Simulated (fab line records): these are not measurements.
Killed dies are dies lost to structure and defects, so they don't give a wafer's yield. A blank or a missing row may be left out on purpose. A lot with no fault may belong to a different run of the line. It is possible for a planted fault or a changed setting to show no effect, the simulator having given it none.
fab line records	flow sky130
record: lots: 13	wafers: 37	lastDay: 50
route steps=708 shown SONOS_TUNNEL@163 VIA4@658 METAL5@666 PAD_OPEN@708
lots that met no fault: from a run of the same line without faults
startH: hours from the record's first day to the start of the lot's first wafer shown	waitH: hours elapsed since this lot's preceding step	" same as the row above	L1.1+2: one row covering several wafers at once	- no value present, or no start provided	* or withheld: withheld	< > ~ a bound
route shown NAME@n: NAME is a module with steps in the file, n the number in the route of the first one	usual: mean/standard deviation taken from wafers without a fault	same: alike in all rows	chamber/n: place in a boat	sites: each site's reading	_std_site: the standard deviation of these	_edge_site: mean of outer sites minus mean of inner sites	radiusMm: how far each site lies from the wafer's centre	mask NAME#n: copy n	behind: tool/chamber where the wafer was last shaped	hold: cause of the lot's hold/its duration in hours/its outcome	device: the transistor (n, p or np) that didn't switch	end of line: tests of these same wafers at the route's end	step lacking rows: just its recipe	killed: at the first sort, the dies lost to defects and structure; wafer yield is something else	map: dies across one wafer; x = killed, . = not, _ = none there
set.NAME: the setting that was run; set.NAME@STEP: the one run at that earlier step	model.NAME: the simulator's own value behind a step, which no gauge read
one table for each step of the route and one row for each wafer, over a sample of lots
services: when a tool's chamber went out of use (startH, in hours from the record's first day, below 0 if earlier), for how many hours, and the reason
== steps ==
step: SKY_SONOS_TUNNEL_IMPLANT_09
recipe: species: B	energyKev: 20	doseCm2: 1e+12	tiltDeg: withheld
usual: faradayCurrentUA: 5.64/0.11
lot.wafer	tool	chamber	startH	waitH	faradayCurrentUA
L919.2	implanter-02	0	250.19	0.0	5.76
L919.5	"	0	"	"	5.71
L919.6	"	0	"	"	5.40
L920.1	implanter-04	0	256.47	0.0	5.66
L920.3	"	0	"	"	5.41
L920.4	"	0	"	"	5.82
L927.2	implanter-01	0	320.64	0.0	5.56
L927.6	"	0	"	"	5.66
L928.3	implanter-01	0	323.66	0.1	5.84
L928.6	"	0	"	"	5.51
L931.1	implanter-04	0	352.11	0.0	5.47
L931.3	"	0	"	"	5.59
L931.6	"	0	"	"	5.59
L934.3	implanter-02	0	372.86	0.1	5.58
L934.5	"	0	"	"	5.76
L934.6	"	0	"	"	5.68
L935.3	implanter-04	0	383.23	0.1	5.66
L935.4	"	0	"	"	5.66
L935.6	"	0	"	"	5.48
L936.3	implanter-02	0	387.46	0.1	5.60
L936.4	"	0	"	"	5.66
L936.6	"	0	"	"	5.70
L937.1	implanter-02	0	391.56	0.0	5.58
L937.5	"	0	"	"	5.53
L937.6	"	0	"	"	5.65
L939.3	implanter-04	0	413.46	0.1	5.59
L939.5	"	0	"	"	5.77
L939.6	"	0	"	"	5.78
L940.2	implanter-01	0	413.54	0.0	5.74
L940.4	"	0	"	"	5.93
L940.6	"	0	"	"	5.81
L941.1	implanter-02	0	422.01	0.0	5.55
L941.3	"	0	"	"	5.70
L941.4	"	0	"	"	5.78
L942.1	implanter-02	0	432.71	0.0	5.53
L942.3	"	0	"	"	5.45
L942.5	"	0	"	"	5.64
step: SKY_VIA4_RS_MEAS_19
recipe: thkMeasGauge: four-point-probe	reads: W_of_VIA4_CVD_18+TiN_of_VIA4_SPUTTER_17
usual: VIA4_W_RS: 0.227/0.0036
lot.wafer	tool	chamber	startH	waitH	VIA4_W_RS[ohm/sq]
L919.2	filmMetro-01	-	1002.04	0.1	0.228
L919.5	"	-	"	"	0.229
L919.6	"	-	"	"	0.229
L920.1	filmMetro-02	-	1013.23	0.1	0.226
L920.3	"	-	"	"	0.227
L920.4	"	-	"	"	0.226
L927.2	filmMetro-04	-	1062.11	0.1	0.232
L927.6	"	-	"	"	0.232
L928.3	filmMetro-02	-	1068.61	0.1	0.224
L928.6	"	-	"	"	0.229
L931.1	filmMetro-04	-	1087.42	0.1	0.219
L931.3	"	-	"	"	0.225
L931.6	"	-	"	"	0.222
L934.3	filmMetro-01	-	1114.23	0.1	0.220
L934.5	"	-	"	"	0.227
L934.6	"	-	"	"	0.219
L935.3	filmMetro-02	-	1114.53	0.1	0.228
L935.4	"	-	"	"	0.228
L935.6	"	-	"	"	0.232
L936.3	filmMetro-04	-	1116.79	0.1	0.228
L936.4	"	-	"	"	0.227
L936.6	"	-	"	"	0.226
L937.1	filmMetro-02	-	1119.34	0.1	0.231
L937.5	"	-	"	"	0.221
L937.6	"	-	"	"	0.230
L939.3	filmMetro-04	-	1126.76	0.1	0.228
L939.5	"	-	"	"	0.227
L939.6	"	-	"	"	0.228
L940.2	filmMetro-01	-	1128.41	0.1	0.228
L940.4	"	-	"	"	0.230
L940.6	"	-	"	"	0.229
L941.1	filmMetro-04	-	1143.45	0.1	0.222
L941.3	"	-	"	"	0.222
L941.4	"	-	"	"	0.230
L942.1	filmMetro-04	-	1146.72	0.1	0.221
L942.3	"	-	"	"	0.218
L942.5	"	-	"	"	0.225
step: SKY_VIA4_CMP_21
recipe: stopOn: SiO2	tOverpolishS: 25	downForcePsi: 3.5	platenRpm: 60	targetThkNm: 0	padVelocityMS: 0.94248
usual: headPressurePsi: 3.499/0.0078	motorCurrentA: 11.1/1.3	overpolishRunS: 24.999/0.0087	timeToEndpointS: 123/5.8
same: tOverpolishS: 25
lot.wafer	tool	chamber	startH	waitH	headPressurePsi	motorCurrentA	overpolishRunS	timeToEndpointS
L919.2	cmp-01	0	1002.35	0.2	3.488	9.6	25.003	117
L919.6	"	1	"	"	3.496	13.2	25.005	115
L919.5	"	2	"	"	3.496	10.4	24.984	117
L920.1	cmp-02	0	1014.95	1.6	3.502	9.8	25.004	119
L920.3	"	1	"	"	3.501	10.2	25.005	112
L920.4	"	2	"	"	3.508	12.4	25.009	116
L927.2	cmp-01	0	1062.39	0.2	3.487	9.9	24.996	129
L927.6	"	3	"	"	3.498	10.1	24.991	132
L928.3	cmp-01	0	1068.75	0.0	3.491	10.0	24.998	135
L928.6	"	1	"	"	3.492	13.1	25.004	128
L931.3	cmp-02	2	1087.86	0.3	3.496	12.6	24.984	124
L931.1	"	3	"	"	3.498	11.2	25.011	124
L931.6	"	3	"	"	3.488	12.2	24.992	121
L934.3	cmp-02	2	1114.42	0.1	3.504	12.9	24.999	126
L934.6	"	1	"	"	3.505	10.6	25.008	120
L934.5	"	2	"	"	3.489	13.7	24.985	122
L935.3	cmp-01	3	1114.67	0.0	3.503	10.5	25.007	123
L935.4	"	2	"	"	3.493	10.5	25.007	123
L935.6	"	3	"	"	3.498	10.2	24.996	120
L936.4	cmp-02	3	1116.93	0.0	3.497	12.1	25.005	119
L936.3	"	2	"	"	3.501	12.6	24.982	120
L936.6	"	0	"	"	3.510	9.7	25.000	123
L937.1	cmp-02	3	1119.76	0.3	3.497	12.4	24.992	123
L937.5	"	3	"	"	3.510	11.8	24.998	125
L937.6	"	0	"	"	3.494	9.7	25.000	126
L939.3	cmp-02	1	1127.30	0.4	3.500	9.8	25.003	118
L939.5	"	2	"	"	3.495	12.7	25.000	123
L939.6	"	3	"	"	3.489	11.8	24.994	119
L940.4	cmp-02	1	1128.95	0.4	3.496	10.7	25.007	117
L940.2	"	2	"	"	3.521	12.4	24.989	120
L940.6	"	1	"	"	3.503	10.3	24.995	117
L941.3	cmp-01	3	1143.68	0.1	3.496	11.1	25.011	130
L941.4	"	0	"	"	3.493	9.8	24.993	125
L941.1	"	1	"	"	3.511	13.1	24.996	124
L942.3	cmp-02	3	1146.97	0.1	3.499	11.6	25.005	126
L942.1	"	1	"	"	3.502	10.4	25.001	119
L942.5	"	2	"	"	3.494	12.7	24.995	120
step: SKY_METAL5_RS_MEAS_05
recipe: thkMeasGauge: four-point-probe	reads: TiN_of_METAL5_SPUTTER_04+Ti_of_METAL5_SPUTTER_03+AlCu_of_METAL5_SPUTTER_02+TiN_of_METAL5_SPUTTER_01+Ti_of_METAL5_SPUTTER_00
usual: METAL5_ALCU_RS: 0.02724/0.00026
lot.wafer	tool	chamber	startH	waitH	METAL5_ALCU_RS[ohm/sq]
L919.2	filmMetro-04	-	1002.69	0.0	0.02678
L919.5	"	-	"	"	0.02676
L919.6	"	-	"	"	0.02713
L920.1	filmMetro-03	-	1015.37	0.0	0.02759
L920.3	"	-	"	"	0.0274
L920.4	"	-	"	"	0.02709
L927.2	filmMetro-04	-	1062.83	0.0	0.02755
L927.6	"	-	"	"	0.0272
L928.3	filmMetro-02	-	1069.26	0.1	0.02689
L928.6	"	-	"	"	0.02748
L931.1	filmMetro-04	-	1088.33	0.0	0.02714
L931.3	"	-	"	"	0.0271
L931.6	"	-	"	"	0.02717
L934.3	filmMetro-04	-	1114.87	0.1	0.02741
L934.5	"	-	"	"	0.02747
L934.6	"	-	"	"	0.02709
L935.3	filmMetro-02	-	1115.17	0.1	0.0273
L935.4	"	-	"	"	0.02759
L935.6	"	-	"	"	0.02706
L936.3	filmMetro-03	-	1117.43	0.1	0.02725
L936.4	"	-	"	"	0.02712
L936.6	"	-	"	"	0.02719
L937.1	filmMetro-04	-	1120.22	0.0	0.02718
L937.5	"	-	"	"	0.02708
L937.6	"	-	"	"	0.02725
L939.3	filmMetro-03	-	1127.65	0.1	0.02681
L939.5	"	-	"	"	0.02697
L939.6	"	-	"	"	0.02697
L940.2	filmMetro-04	-	1129.43	0.0	0.02763
L940.4	"	-	"	"	0.02723
L940.6	"	-	"	"	0.02768
L941.1	filmMetro-03	-	1144.10	0.0	0.02662
L941.3	"	-	"	"	0.02736
L941.4	"	-	"	"	0.02681
L942.1	filmMetro-03	-	1147.39	0.0	0.02724
L942.3	"	-	"	"	0.02735
L942.5	"	-	"	"	0.02684
step: SKY_PAD_OPEN_PROBE_99
usual: killed_at_M0_to_M3: 42/7.1	killed_at_M4_up: 3.3/1.9	killedAtContacts: 24/5	killedAtFrontEnd: 15/4.7	killedAtOther: 0.3/0.61	killedDies: 86/9.6	killedOpen: 47/7.5	killedShort: 38/6.6
same: grossDies: 492	killedAtBackSide: 0
lot.wafer	tool	chamber	startH	waitH	hold	killed_at_M0_to_M3	killed_at_M4_up	killedAtContacts	killedAtFrontEnd	killedAtOther	killedDies	killedOpen	killedShort
L919.2	prober-02	-	1071.54	0.1	-	42	4	26	16	2	90	46	43
L919.5	prober-02	-	1071.69	0.2	-	44	3	27	12	0	86	49	36
L919.6	prober-02	-	1071.74	0.2	-	49	2	31	15	0	97	60	37
L920.1	prober-01	-	1084.13	0.1	-	41	3	29	9	0	82	57	25
L920.3	prober-01	-	1084.23	0.2	-	39	9	25	19	0	92	41	51
L920.4	prober-01	-	1084.28	0.2	-	33	1	22	16	1	73	33	40
L927.2	prober-02	-	1127.51	0.1	awaitDispo/3.4h/release	46	2	18	14	1	81	44	37
L927.6	prober-02	-	1127.71	0.2	awaitDispo/3.4h/release	55	5	20	14	0	94	48	46
L928.3	prober-01	-	1133.22	0.2	awaitDispo/3.1h/release	35	3	26	19	0	83	49	34
L928.6	prober-01	-	1133.37	0.2	awaitDispo/3.1h/release	51	2	25	17	0	95	49	46
L931.1	prober-02	-	1151.02	0.1	-	44	5	27	13	0	89	43	46
L931.3	prober-02	-	1151.12	0.2	-	35	1	30	20	1	87	51	36
L931.6	prober-02	-	1151.27	0.2	-	39	3	34	24	0	100	54	46
L935.3	prober-01	-	1174.37	0.2	-	53	3	29	16	1	102	54	47
L935.4	prober-01	-	1174.42	0.2	-	40	1	22	15	1	79	45	34
L935.6	prober-01	-	1174.52	0.2	-	49	6	23	25	0	103	50	53
L934.3	prober-02	-	1175.87	0.2	-	54	3	16	18	0	91	49	41
L934.5	prober-02	-	1175.97	0.2	-	35	4	29	14	1	83	36	47
L934.6	prober-02	-	1176.02	0.2	-	38	1	25	26	0	90	49	41
L936.3	prober-01	-	1177.37	0.2	-	57	1	32	8	0	98	57	41
L936.4	prober-01	-	1177.42	0.2	-	35	3	24	18	3	83	38	44
L936.6	prober-01	-	1177.52	0.2	-	57	1	25	10	0	93	54	39
L937.1	prober-02	-	1179.25	0.1	-	35	0	28	21	0	84	51	33
L937.5	prober-02	-	1179.45	0.2	-	40	5	25	16	0	86	49	37
L937.6	prober-02	-	1179.50	0.2	-	33	3	26	19	0	81	43	38
L939.3	prober-02	-	1184.52	0.2	-	40	1	22	12	0	75	45	30
L939.5	prober-02	-	1184.62	0.2	-	36	2	20	18	0	76	36	37
L939.6	prober-02	-	1184.67	0.2	-	39	3	18	7	0	67	39	27
L940.2	prober-01	-	1187.13	0.1	-	32	5	28	18	1	84	48	36
L940.4	prober-01	-	1187.23	0.2	-	47	5	24	8	0	84	45	39
L940.6	prober-01	-	1187.33	0.2	-	38	1	21	14	0	74	50	24
L941.1	prober-02	-	1198.13	0.1	-	36	2	17	12	0	67	37	30
L941.3	prober-02	-	1198.23	0.2	-	40	6	17	17	0	80	47	33
L941.4	prober-02	-	1198.28	0.2	-	39	2	18	22	1	82	39	42
L942.1	prober-01	-	1200.75	0.1	-	30	5	26	10	1	72	45	27
L942.3	prober-01	-	1200.85	0.2	-	46	4	22	15	0	87	44	43
L942.5	prober-01	-	1200.95	0.2	-	35	4	29	16	0	84	47	37
killed by level:class
L919.2 VIA1:geometricParticle:open=13 CONTACT:geometricParticle:short=10 CONTACT:geometricParticle:open=9 VIA3:geometricParticle:open=5 POLY_GATE:geometricParticle:short=4 VIA1:geometricParticle:short=4 VIA2:geometricParticle:open=4 VIA3:geometricParticle:short=4
L919.5 VIA1:geometricParticle:open=11 VIA3:geometricParticle:open=9 VIA1:geometricParticle:short=7 CONTACT:geometricParticle:open=7 VIA2:geometricParticle:open=6 LI_CONTACT:geometricParticle:open=6 CONTACT:geometricParticle:short=6 LOCAL_INTERCONNECT:geometricParticle:short=4
L919.6 VIA2:geometricParticle:open=12 CONTACT:geometricParticle:open=10 VIA3:geometricParticle:open=9 LI_CONTACT:geometricParticle:open=9 VIA1:geometricParticle:open=8 CONTACT:geometricParticle:short=7 FIELD_ISO:geometricParticle:short=6 METAL2:geometricParticle:short=5
L920.1 VIA1:geometricParticle:open=19 CONTACT:geometricParticle:open=17 VIA2:geometricParticle:open=5 POLY_GATE:geometricParticle:short=4 LI_CONTACT:geometricParticle:open=4 CONTACT:geometricParticle:short=4 VIA1:geometricParticle:short=4 VIA3:geometricParticle:open=4
L920.3 VIA3:geometricParticle:open=9 LOCAL_INTERCONNECT:geometricParticle:short=7 FIELD_ISO:geometricParticle:short=6 CONTACT:geometricParticle:open=6 VIA1:geometricParticle:short=6 METAL2:geometricParticle:short=6 FIELD_ISO:geometricParticle:open=5 CONTACT:geometricParticle:short=5
L920.4 CONTACT:geometricParticle:open=9 POLY_GATE:geometricParticle:short=6 LI_CONTACT:geometricParticle:open=6 VIA1:geometricParticle:short=6 METAL1:geometricParticle:short=5 METAL2:geometricParticle:short=5 VIA2:geometricParticle:open=5 FIELD_ISO:geometricParticle:short=4
L927.2 VIA3:geometricParticle:open=11 METAL1:geometricParticle:short=8 VIA1:geometricParticle:open=8 FIELD_ISO:geometricParticle:short=7 LI_CONTACT:geometricParticle:open=6 VIA2:geometricParticle:open=6 CONTACT:geometricParticle:open=5 VIA1:geometricParticle:short=5
L927.6 VIA1:geometricParticle:open=14 METAL1:geometricParticle:short=12 CONTACT:geometricParticle:open=9 POLY_GATE:geometricParticle:open=6 LOCAL_INTERCONNECT:geometricParticle:short=6 VIA3:geometricParticle:open=6 VIA1:geometricParticle:short=5 POLY_GATE:geometricParticle:short=4
L928.3 VIA3:geometricParticle:open=10 VIA1:geometricParticle:open=9 CONTACT:geometricParticle:short=7 FIELD_ISO:geometricParticle:open=6 LI_CONTACT:geometricParticle:open=6 CONTACT:geometricParticle:open=6 FIELD_ISO:geometricParticle:short=5 LI_CONTACT:geometricParticle:short=5
L928.6 CONTACT:geometricParticle:open=11 VIA1:geometricParticle:open=9 LI_CONTACT:geometricParticle:open=7 FIELD_ISO:geometricParticle:short=6 VIA3:geometricParticle:short=6 METAL2:geometricParticle:short=6 VIA2:geometricParticle:open=6 VIA3:geometricParticle:open=6
L931.1 CONTACT:geometricParticle:open=11 VIA1:geometricParticle:open=11 LI_CONTACT:geometricParticle:open=7 FIELD_ISO:geometricParticle:short=6 METAL2:geometricParticle:short=6 VIA3:geometricParticle:open=6 LOCAL_INTERCONNECT:geometricParticle:short=5 METAL1:geometricParticle:short=5
L931.3 CONTACT:geometricParticle:open=13 VIA2:geometricParticle:open=8 VIA1:geometricParticle:open=8 CONTACT:geometricParticle:short=7 FIELD_ISO:geometricParticle:open=6 SPACER:geometricParticle:open=5 LI_CONTACT:geometricParticle:open=5 POLY_GATE:geometricParticle:short=4
L931.6 LI_CONTACT:geometricParticle:open=12 CONTACT:geometricParticle:open=12 CONTACT:geometricParticle:short=8 FIELD_ISO:geometricParticle:open=6 FIELD_ISO:geometricParticle:short=6 POLY_GATE:geometricParticle:open=6 METAL2:geometricParticle:short=6 METAL1:geometricParticle:short=5
L935.3 VIA3:geometricParticle:open=10 CONTACT:geometricParticle:open=10 VIA1:geometricParticle:open=9 VIA1:geometricParticle:short=7 METAL2:geometricParticle:short=7 FIELD_ISO:geometricParticle:short=6 LOCAL_INTERCONNECT:geometricParticle:short=6 LI_CONTACT:geometricParticle:open=6
L935.4 VIA1:geometricParticle:open=10 CONTACT:geometricParticle:open=8 VIA1:geometricParticle:short=6 POLY_GATE:geometricParticle:open=5 LI_CONTACT:geometricParticle:open=5 VIA3:geometricParticle:open=5 VIA2:geometricParticle:open=5 FIELD_ISO:geometricParticle:short=4
L935.6 FIELD_ISO:geometricParticle:short=9 METAL1:geometricParticle:short=8 VIA3:geometricParticle:open=7 CONTACT:geometricParticle:open=7 VIA2:geometricParticle:open=7 CONTACT:geometricParticle:short=6 METAL2:geometricParticle:short=6 POLY_GATE:geometricParticle:open=5
L934.3 VIA2:geometricParticle:open=11 FIELD_ISO:geometricParticle:open=8 VIA3:geometricParticle:open=8 METAL1:geometricParticle:short=7 METAL2:geometricParticle:short=6 VIA2:geometricParticle:short=5 LOCAL_INTERCONNECT:geometricParticle:short=4 CONTACT:geometricParticle:open=4
L934.5 LOCAL_INTERCONNECT:geometricParticle:short=9 CONTACT:geometricParticle:open=9 FIELD_ISO:geometricParticle:short=7 VIA1:geometricParticle:open=7 LI_CONTACT:geometricParticle:open=5 VIA2:geometricParticle:open=5 CONTACT:geometricParticle:short=5 METAL2:geometricParticle:short=5
L934.6 CONTACT:geometricParticle:open=11 VIA1:geometricParticle:open=10 FIELD_ISO:geometricParticle:short=7 FIELD_ISO:geometricParticle:open=5 LOCAL_INTERCONNECT:geometricParticle:short=5 METAL1:geometricParticle:short=5 VIA2:geometricParticle:open=5 POLY_GATE:geometricParticle:open=4
L936.3 LI_CONTACT:geometricParticle:open=12 CONTACT:geometricParticle:open=12 METAL2:geometricParticle:short=9 VIA3:geometricParticle:open=8 METAL1:geometricParticle:short=6 VIA1:geometricParticle:short=6 VIA2:geometricParticle:open=6 METAL3:geometricParticle:short=6
L936.4 LI_CONTACT:geometricParticle:open=7 VIA2:geometricParticle:open=7 LOCAL_INTERCONNECT:geometricParticle:short=6 CONTACT:geometricParticle:open=5 VIA3:geometricParticle:open=5 FIELD_ISO:geometricParticle:open=4 FIELD_ISO:geometricParticle:short=4 POLY_GATE:geometricParticle:short=4
L936.6 VIA2:geometricParticle:open=14 VIA1:geometricParticle:open=12 METAL2:geometricParticle:short=11 LI_CONTACT:geometricParticle:open=9 CONTACT:geometricParticle:open=8 VIA1:geometricParticle:short=5 LOCAL_INTERCONNECT:geometricParticle:short=4 VIA3:geometricParticle:short=4
L937.1 CONTACT:geometricParticle:open=10 VIA1:geometricParticle:open=8 LI_CONTACT:geometricParticle:open=8 POLY_GATE:geometricParticle:open=7 VIA3:geometricParticle:open=7 METAL2:geometricParticle:short=5 FIELD_ISO:geometricParticle:open=4 LOCAL_INTERCONNECT:geometricParticle:short=4
L937.5 VIA1:geometricParticle:open=10 CONTACT:geometricParticle:open=9 VIA1:geometricParticle:short=7 LI_CONTACT:geometricParticle:open=6 VIA3:geometricParticle:open=6 METAL2:geometricParticle:short=4 VIA2:geometricParticle:short=4 FIELD_ISO:geometricParticle:open=3
L937.6 LI_CONTACT:geometricParticle:open=9 CONTACT:geometricParticle:open=8 METAL2:geometricParticle:short=7 VIA3:geometricParticle:open=7 VIA1:geometricParticle:open=6 FIELD_ISO:geometricParticle:short=5 FIELD_ISO:geometricParticle:open=4 CONTACT:geometricParticle:short=4
L939.3 VIA3:geometricParticle:open=9 LI_CONTACT:geometricParticle:open=7 FIELD_ISO:geometricParticle:open=6 VIA2:geometricParticle:open=6 VIA1:geometricParticle:open=6 CONTACT:geometricParticle:open=5 METAL1:geometricParticle:short=5 METAL3:geometricParticle:short=5
L939.5 METAL2:geometricParticle:short=7 LI_CONTACT:geometricParticle:open=7 CONTACT:geometricParticle:open=7 VIA1:geometricParticle:short=7 FIELD_ISO:geometricParticle:short=5 VIA3:geometricParticle:open=5 POLY_GATE:geometricParticle:short=4 VIA1:geometricParticle:open=4
L939.6 CONTACT:geometricParticle:open=7 VIA2:geometricParticle:open=7 VIA3:geometricParticle:open=6 VIA1:geometricParticle:open=6 METAL1:geometricParticle:short=5 LI_CONTACT:geometricParticle:open=5 LOCAL_INTERCONNECT:geometricParticle:short=3 VIA3:geometricParticle:short=3
L940.2 VIA1:geometricParticle:open=10 LI_CONTACT:geometricParticle:open=9 CONTACT:geometricParticle:open=8 METAL1:geometricParticle:short=6 POLY_GATE:geometricParticle:open=5 POLY_GATE:geometricParticle:short=4 LOCAL_INTERCONNECT:geometricParticle:short=4 CONTACT:geometricParticle:short=4
L940.4 VIA1:geometricParticle:open=11 VIA2:geometricParticle:open=11 CONTACT:geometricParticle:open=9 METAL1:geometricParticle:short=6 VIA3:geometricParticle:open=6 METAL4:geometricParticle:short=5 CONTACT:geometricParticle:short=5 VIA2:geometricParticle:short=5
L940.6 VIA2:geometricParticle:open=9 LI_CONTACT:geometricParticle:open=8 CONTACT:geometricParticle:open=8 VIA3:geometricParticle:open=7 VIA1:geometricParticle:open=6 METAL1:geometricParticle:short=6 VIA1:geometricParticle:short=5 FIELD_ISO:geometricParticle:open=4
L941.1 VIA2:geometricParticle:open=10 CONTACT:geometricParticle:open=7 CONTACT:geometricParticle:short=6 METAL2:geometricParticle:short=6 METAL1:geometricParticle:short=5 VIA1:geometricParticle:open=5 POLY_GATE:geometricParticle:short=4 POLY_GATE:geometricParticle:open=3
L941.3 VIA1:geometricParticle:open=9 VIA2:geometricParticle:open=7 POLY_GATE:geometricParticle:short=6 LI_CONTACT:geometricParticle:open=5 CONTACT:geometricParticle:open=5 METAL1:geometricParticle:open=4 METAL1:geometricParticle:short=4 FIELD_ISO:geometricParticle:short=3
L941.4 VIA1:geometricParticle:open=10 CONTACT:geometricParticle:open=8 POLY_GATE:geometricParticle:short=6 FIELD_ISO:geometricParticle:short=5 VIA3:geometricParticle:open=5 LI_CONTACT:geometricParticle:open=4 LOCAL_INTERCONNECT:geometricParticle:short=4 METAL1:geometricParticle:short=4
L942.1 CONTACT:geometricParticle:open=13 VIA3:geometricParticle:open=7 VIA1:geometricParticle:open=7 LI_CONTACT:geometricParticle:open=6 METAL4:geometricParticle:short=4 FIELD_ISO:geometricParticle:short=3 POLY_GATE:geometricParticle:open=3 LI_CONTACT:geometricParticle:short=3
L942.3 VIA1:geometricParticle:open=8 VIA3:geometricParticle:open=8 VIA1:geometricParticle:short=7 VIA2:geometricParticle:open=7 METAL2:geometricParticle:short=6 CONTACT:geometricParticle:open=6 POLY_GATE:geometricParticle:open=5 FIELD_ISO:geometricParticle:short=4
L942.5 CONTACT:geometricParticle:open=10 VIA1:geometricParticle:open=10 VIA3:geometricParticle:open=8 CONTACT:geometricParticle:short=7 POLY_GATE:geometricParticle:open=4 POLY_GATE:geometricParticle:short=4 LI_CONTACT:geometricParticle:short=4 LI_CONTACT:geometricParticle:open=4
== services ==
tool	chamber	startH	hours	kind
cmp-02	-	232.23	4.0	pm
cmp-02	-	268.30	6.6	pm
cmp-02	-	329.91	1.8	repair
cmp-02	-	389.58	1.6	repair
cmp-02	-	418.69	4.8	pm
cmp-02	-	425.37	0.3	repair
cmp-02	-	474.26	8.5	repair
cmp-02	-	529.45	11.0	pm
cmp-02	-	572.23	4.0	pm
cmp-02	-	616.71	1.1	repair
cmp-02	-	635.63	7.8	repair
cmp-02	-	654.66	5.9	pm
cmp-02	-	754.37	5.1	repair
cmp-02	-	780.18	1.8	repair
cmp-02	-	896.10	2.9	repair
cmp-02	-	912.23	4.0	pm
cmp-02	-	913.34	1.3	repair
cmp-02	-	999.05	0.9	repair
cmp-02	-	999.96	14.3	pm
cmp-02	-	1016.40	4.2	pm
cmp-02	-	1017.86	1.2	repair
cmp-02	-	1035.25	2.1	repair
cmp-02	-	1074.73	5.3	pm
cmp-02	-	1104.68	1.0	repair
== key ==
firstSign: step: SKY_PAD_OPEN_PROBE_99	reading: hold	direction: added
effect none on later readings
metAt SKY_SONOS_TUNNEL_IMPLANT_09
struckLots L927,L928
struckWafers L927.2,L927.6,L928.6
testerLeftOut L927,L928
notActingAt SKY_VIA4_RS_MEAS_19,SKY_VIA4_CMP_21,SKY_METAL5_RS_MEAS_05
fault: kind: processParameterDrift	tool: implanter-01	chamber: -	onsetH: 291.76	steps: SKY_SONOS_TUNNEL_IMPLANT_09	channel: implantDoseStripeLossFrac	offset: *	shape: step	endH: 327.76	scope: struckWafersOnly
testerLeftOut: of these lots the tester's yield and bins aren't shown, on N5 and GAA mostly nor the transistor test; their killed dies are dies lost to structure and defects alone, not to doping, threshold or leakage, so they don't give the yield
